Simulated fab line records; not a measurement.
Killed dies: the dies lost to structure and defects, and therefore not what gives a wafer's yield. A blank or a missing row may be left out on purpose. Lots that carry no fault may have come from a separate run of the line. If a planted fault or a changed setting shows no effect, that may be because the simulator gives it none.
Check for tools in common :: flow gf180mcu :: 11 lots, 33 wafers sampled

## THE REASON FOR OPENING IT
3 of 11 lots carry a flag on the reading VT_IMPLANT_OVL at GF_VT_IMPLANT_OVL_MEAS_07. No-fault wafers: 0.2 nm, standard deviation 1.5.
Rule: a lot gets a flag if all its wafers with a number sit over 4 standard deviations from that mean, or if no wafer of it has a number. All remaining lots are regarded as sound.

lot: L535
measured: day 5 07:37
on: overlay-02
VT_IMPLANT_OVL (nm), wafer by wafer: -1.2 -1.7 -0.1
flag: 

lot: L536
measured: day 5 11:33
on: overlay-02
VT_IMPLANT_OVL (nm), wafer by wafer: -0.6 0.9 0.6
flag: 

lot: L537
measured: day 6 13:46
on: overlay-02
VT_IMPLANT_OVL (nm), wafer by wafer: -0.9 0.9 0.0
flag: 

lot: L540
measured: day 6 18:28
on: overlay-02
VT_IMPLANT_OVL (nm), wafer by wafer: 0.9 -1.0 2.1
flag: 

lot: L545
measured: day 8 07:53
on: overlay-02
VT_IMPLANT_OVL (nm), wafer by wafer: -117.4 -117.1 -117.2
flag: FLAGGED

lot: L546
measured: day 8 15:35
on: overlay-02
VT_IMPLANT_OVL (nm), wafer by wafer: -116.6 -114.9 -116.1
flag: FLAGGED

lot: L547
measured: day 8 21:13
on: overlay-01
VT_IMPLANT_OVL (nm), wafer by wafer: -117.8 -118.1 -118.2
flag: FLAGGED

lot: L550
measured: day 9 17:33
on: overlay-01
VT_IMPLANT_OVL (nm), wafer by wafer: 0.9 1.5 2.9
flag: 

lot: L552
measured: day 10 00:58
on: overlay-02
VT_IMPLANT_OVL (nm), wafer by wafer: 1.1 1.3 1.0
flag: 

lot: L553
measured: day 10 08:46
on: overlay-02
VT_IMPLANT_OVL (nm), wafer by wafer: 2.6 1.5 0.8
flag: 

lot: L556
measured: day 11 06:01
on: overlay-01
VT_IMPLANT_OVL (nm), wafer by wafer: -1.1 1.1 0.0
flag: 
The numbers of the flagged lots are -117.0 nm on average: -117.2 nm against the usual, or -78 standard deviations.

## WHICH TOOL EACH LOT WENT THROUGH
3 process steps preceding the reading are held in the record, out of 602 steps in the route. Cell contents, in order: the tool; ch with the chambers the sampled wafers went through; the start.
lot: L535
flag: 
GF_STI_STRIP_15: plasma_asher-01 ch 0,1, day 2 01:59
GF_DNWELL_STRIP_08: plasma_asher-04 ch 0,1, day 2 17:44
GF_VT_IMPLANT_EXPOSE_04: iline_stepper-01 ch 0, day 5 00:41

lot: L536
flag: 
GF_STI_STRIP_15: plasma_asher-04 ch 0,1, day 2 06:34
GF_DNWELL_STRIP_08: plasma_asher-02 ch 0,1, day 2 20:40
GF_VT_IMPLANT_EXPOSE_04: iline_stepper-01 ch 0, day 5 06:13

lot: L537
flag: 
GF_STI_STRIP_15: plasma_asher-04 ch 0,1, day 2 20:07
GF_DNWELL_STRIP_08: plasma_asher-03 ch 0,1, day 3 14:34
GF_VT_IMPLANT_EXPOSE_04: iline_stepper-01 ch 0, day 6 05:14

lot: L540
flag: 
GF_STI_STRIP_15: plasma_asher-01 ch 0,1, day 2 23:43
GF_DNWELL_STRIP_08: plasma_asher-02 ch 0,1, day 3 18:37
GF_VT_IMPLANT_EXPOSE_04: iline_stepper-02 ch 0, day 6 11:02

lot: L545
flag: FLAGGED
GF_STI_STRIP_15: plasma_asher-03 ch 0,1, day 4 05:18
GF_DNWELL_STRIP_08: plasma_asher-03 ch 0,1, day 5 02:04
GF_VT_IMPLANT_EXPOSE_04: iline_stepper-01 ch 0, day 8 00:10

lot: L546
flag: FLAGGED
GF_STI_STRIP_15: plasma_asher-03 ch 0,1, day 4 10:29
GF_DNWELL_STRIP_08: plasma_asher-03 ch 0,1, day 5 07:41
GF_VT_IMPLANT_EXPOSE_04: iline_stepper-01 ch 0, day 8 06:52

lot: L547
flag: FLAGGED
GF_STI_STRIP_15: plasma_asher-01 ch 0, day 4 15:24
GF_DNWELL_STRIP_08: plasma_asher-02 ch 0,1, day 5 10:53
GF_VT_IMPLANT_EXPOSE_04: iline_stepper-01 ch 0, day 8 12:14

lot: L550
flag: 
GF_STI_STRIP_15: plasma_asher-01 ch 0,1, day 5 07:38
GF_DNWELL_STRIP_08: plasma_asher-04 ch 0,1, day 6 04:23
GF_VT_IMPLANT_EXPOSE_04: iline_stepper-02 ch 0, day 9 08:31

lot: L552
flag: 
GF_STI_STRIP_15: plasma_asher-01 ch 0,1, day 5 16:16
GF_DNWELL_STRIP_08: plasma_asher-03 ch 0,1, day 6 12:49
GF_VT_IMPLANT_EXPOSE_04: iline_stepper-02 ch 0, day 9 17:02

lot: L553
flag: 
GF_STI_STRIP_15: plasma_asher-04 ch 0,1, day 5 21:26
GF_DNWELL_STRIP_08: plasma_asher-02 ch 0,1, day 6 17:40
GF_VT_IMPLANT_EXPOSE_04: iline_stepper-02 ch 0, day 9 23:26

lot: L556
flag: 
GF_STI_STRIP_15: plasma_asher-03 ch 0,1, day 6 13:58
GF_DNWELL_STRIP_08: plasma_asher-02 ch 0,1, day 7 12:17
GF_VT_IMPLANT_EXPOSE_04: iline_stepper-02 ch 0, day 10 20:17
These steps, and what they do:
- GF_STI_STRIP_15: strips in O2/N2.
- GF_DNWELL_STRIP_08: strips in O2/N2.
- GF_VT_IMPLANT_EXPOSE_04: exposes mask LVPWELL LV AREA, target cd 600 nm.
- GF_VT_IMPLANT_OVL_MEAS_07

## FLAGGED OVER TOTAL, TOOL BY TOOL (the gauges that took the reading come last)
step: GF_STI_STRIP_15
tool: plasma_asher-01
lots run: 5
flagged: 1
share of the flagged lots: some
sound lots run after its first flagged lot: 2 (L550,L552)

step: GF_STI_STRIP_15
tool: plasma_asher-03
lots run: 3
flagged: 2
share of the flagged lots: some
sound lots run after its first flagged lot: 1 (L556)

step: GF_STI_STRIP_15
tool: plasma_asher-04
lots run: 3
flagged: 0
share of the flagged lots: none
sound lots run after its first flagged lot: -

step: GF_DNWELL_STRIP_08
tool: plasma_asher-02
lots run: 5
flagged: 1
share of the flagged lots: some
sound lots run after its first flagged lot: 2 (L553,L556)

step: GF_DNWELL_STRIP_08
tool: plasma_asher-03
lots run: 4
flagged: 2
share of the flagged lots: some
sound lots run after its first flagged lot: 1 (L552)

step: GF_DNWELL_STRIP_08
tool: plasma_asher-04
lots run: 2
flagged: 0
share of the flagged lots: none
sound lots run after its first flagged lot: -

step: GF_VT_IMPLANT_EXPOSE_04
tool: iline_stepper-01
lots run: 6
flagged: 3
share of the flagged lots: all
sound lots run after its first flagged lot: 0

step: GF_VT_IMPLANT_EXPOSE_04
tool: iline_stepper-02
lots run: 5
flagged: 0
share of the flagged lots: none
sound lots run after its first flagged lot: -

step: GF_VT_IMPLANT_OVL_MEAS_07
tool: overlay-01
lots run: 3
flagged: 1
share of the flagged lots: some
sound lots run after its first flagged lot: 2 (L550,L556)

step: GF_VT_IMPLANT_OVL_MEAS_07
tool: overlay-02
lots run: 8
flagged: 2
share of the flagged lots: some
sound lots run after its first flagged lot: 2 (L552,L553)

## THE TABLE: WHAT IT ALLOWS
1 row of the table ran every flagged lot: iline_stepper-01 at GF_VT_IMPLANT_EXPOSE_04.
- iline_stepper-01 at GF_VT_IMPLANT_EXPOSE_04 ran 6 lots, 3 of them flagged. It ran its last sound lot, L537, at day 6 05:14 and its first flagged lot, L545, at day 8 00:10: a fault with its onset between the two fits.
What remains is a single tool, iline_stepper-01 at GF_VT_IMPLANT_EXPOSE_04.

## WHAT THE SIMULATOR HAD PUT IN
Scanner matching overlay: iline_stepper-01, from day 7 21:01 on, at GF_VT_IMPLANT_EXPOSE_04. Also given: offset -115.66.
Struck lots among those shown: L545, L546, L547. The rule above found the same.
